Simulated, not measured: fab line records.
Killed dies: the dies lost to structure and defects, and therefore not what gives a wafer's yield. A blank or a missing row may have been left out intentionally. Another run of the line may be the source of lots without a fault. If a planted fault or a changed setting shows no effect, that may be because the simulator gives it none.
Which of the tools did it?	flow sky130	12 lots, 36 wafers sampled, at 4 steps of a route of 708

WHAT THE GAUGES SHOWED, per wafer
SKY_LDD_P_TW_MEAS_11. Usual: LDD_P_TW gives 637 (standard deviation 4.7).
lot	measured	on	LDD_P_TW	flag
L667	day 20 22:44	filmMetro-02	637 642 637	
L668	day 21 09:54	filmMetro-01	640 639 637	
L669	day 21 18:42	filmMetro-01	640 640 641	
L672	day 22 16:18	filmMetro-02	642 643 637	
L673	day 23 03:32	filmMetro-01	642 639 639	
L674	day 23 09:27	filmMetro-01	637 640 645	
L676	day 23 17:35	filmMetro-01	643 641 641	
L677	day 24 08:37	filmMetro-01	640 644 643	
L678	day 24 12:58	filmMetro-02	634 632 637	
L679	day 25 02:58	filmMetro-03	630 630 634	
L684	day 26 11:43	filmMetro-02	584 584 580	OFF
L686	day 27 10:13	filmMetro-03	573 573 572	OFF

SKY_SD_N_OVL_MEAS_08. Usual: SD_N_OVL gives -0.5 nm (standard deviation 1.4).
lot	measured	on	SD_N_OVL (nm)	flag
L667	day 30 05:14	overlay-01	0.5 0.6 1.6	
L668	day 30 04:56	overlay-02	0.7 -0.3 -0.4	
L669	day 30 12:14	overlay-01	0.0 -0.2 -1.3	
L672	day 31 04:50	overlay-01	1.4 1.6 1.7	
L673	day 31 16:02	overlay-01	2.0 2.6 1.0	
L674	day 31 19:53	overlay-01	-0.5 -1.3 -0.5	
L676	day 32 05:14	overlay-01	-1.4 -2.0 -0.6	
L677	day 32 16:47	overlay-01	-0.1 0.6 -0.4	
L678	day 32 20:07	overlay-01	-0.6 -0.2 1.3	
L679	day 33 09:38	overlay-01	-2.3 -1.9 -2.6	
L684	day 34 19:04	overlay-01	0.0 1.7 1.3	
L686	day 35 12:44	overlay-01	-0.6 -0.9 -0.1	

SKY_SD_N_RS_MEAS_18: uses a four-point probe to measure. Usual: RES_XHIGH_RS gives 333.5 ohm/sq (standard deviation 1.3).
lot	measured	on	RES_XHIGH_RS (ohm/sq)	flag
L667	day 30 06:13	filmMetro-04	335.1 334.7 336.0	
L668	day 30 05:54	filmMetro-02	334.9 334.9 334.8	
L669	day 30 13:12	filmMetro-04	334.6 334.7 334.4	
L672	day 31 05:50	filmMetro-02	331.8 332.5 332.3	
L673	day 31 17:02	filmMetro-02	330.2 331.4 332.3	
L674	day 31 20:50	filmMetro-04	335.2 335.2 337.2	
L676	day 32 06:12	filmMetro-02	332.6 331.8 333.0	
L677	day 32 17:44	filmMetro-02	334.5 334.8 334.4	
L678	day 32 21:04	filmMetro-02	334.9 333.9 333.4	
L679	day 33 10:35	filmMetro-04	334.7 334.6 333.9	
L684	day 34 20:07	filmMetro-04	335.0 335.2 335.7	
L686	day 35 13:47	filmMetro-03	331.8 331.7 331.9	

TOOL THAT RAN EACH LOT (tool first, then ch and the chambers of the sampled wafers, then the start)
lot	SKY_LDD_P_IMPLANT_09
L667	implanter-02 ch 0, day 20 22:31
L668	implanter-02 ch 0, day 21 09:40
L669	implanter-03 ch 0, day 21 18:28
L672	implanter-02 ch 0, day 22 16:03
L673	implanter-03 ch 0, day 23 03:19
L674	implanter-03 ch 0, day 23 09:12
L676	implanter-02 ch 0, day 23 17:20
L677	implanter-03 ch 0, day 24 08:22
L678	implanter-02 ch 0, day 24 12:43
L679	implanter-02 ch 0, day 25 02:43
L684	implanter-02 ch 0, day 26 11:29
L686	implanter-02 ch 0, day 27 09:59
- SKY_LDD_P_IMPLANT_09

WHAT THE TOOLS THEMSELVES READ (means of the sampled wafers that have a number; where no wafer has one, the mark that the record gives instead)
SKY_LDD_P_IMPLANT_09. Usual: beamEnergyKeV 25.001, standard deviation 0.0079; doseIonsCm2 9.999e+12, standard deviation 1.1e+10; faradayCurrentUA 56.4, standard deviation 1.1.
lot	tool	beamEnergyKeV	doseIonsCm2	faradayCurrentUA	flag
L667	implanter-02	25.010	9.991e+12	55.4	
L668	implanter-02	24.995	1.001e+13	57.3	
L669	implanter-03	24.981	9.990e+12	56.1	
L672	implanter-02	24.993	1.000e+13	56.8	
L673	implanter-03	25.004	1.001e+13	56.1	
L674	implanter-03	25.005	9.993e+12	56.1	
L676	implanter-02	25.009	1.000e+13	56.7	
L677	implanter-03	24.996	9.985e+12	56.6	
L678	implanter-02	25.005	9.978e+12	56.5	
L679	implanter-02	25.002	1.001e+13	57.8	
L684	implanter-02	25.002	7.579e+12	42.5	OFF
L686	implanter-02	24.998	7.572e+12	42.8	OFF

THE ANSWER, worked out from the rows above alone
Rule: take the mean of a lot's wafers that have a number; if it is more than 3 standard deviations from the usual mean, the lot is off. A lot without any number at a reading at which 4 lots or more have one is off too. Where the step has rows for the other lots, those lots are counted as sound. First the gauges in route order, then the tools' own readings, where a lot's mean is used as printed above. At the first step where some lot is off, the reading lying furthest off is the one used; lots without a number count as furthest.
Off: L684, L686, at SKY_LDD_P_TW_MEAS_11 (LDD_P_TW).
If a tool, at a process step before that reading, ran all the lots that are off and no sound lot after the first of them, it fits. Not tried: the gauges at SKY_LDD_P_TW_MEAS_11; whatever is off there is also off at SKY_LDD_P_IMPLANT_09, on other tools, and gauge error can't account for it. One candidate fits, namely implanter-02 at SKY_LDD_P_IMPLANT_09. Its last sound lot is L679 (day 25 02:43), its first lot that is off L684 (day 26 11:29): a fault that began between those two fits.
The tool's own readings at SKY_LDD_P_IMPLANT_09 bear it out: on the lots that are off they differ by more than 5 times the standard deviation of the sound lots' means. doseIonsCm2 reads 7.576e+12 there against 9.997e+12 on the sound lots; faradayCurrentUA reads 42.6 there against 56.5 on the sound lots.

WHAT THE SIMULATOR HAD PUT IN
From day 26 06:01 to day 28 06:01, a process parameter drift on implanter-02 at SKY_LDD_P_IMPLANT_09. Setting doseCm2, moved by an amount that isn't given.
Struck lots among those shown: L684, L686. The same result came from the rule above.
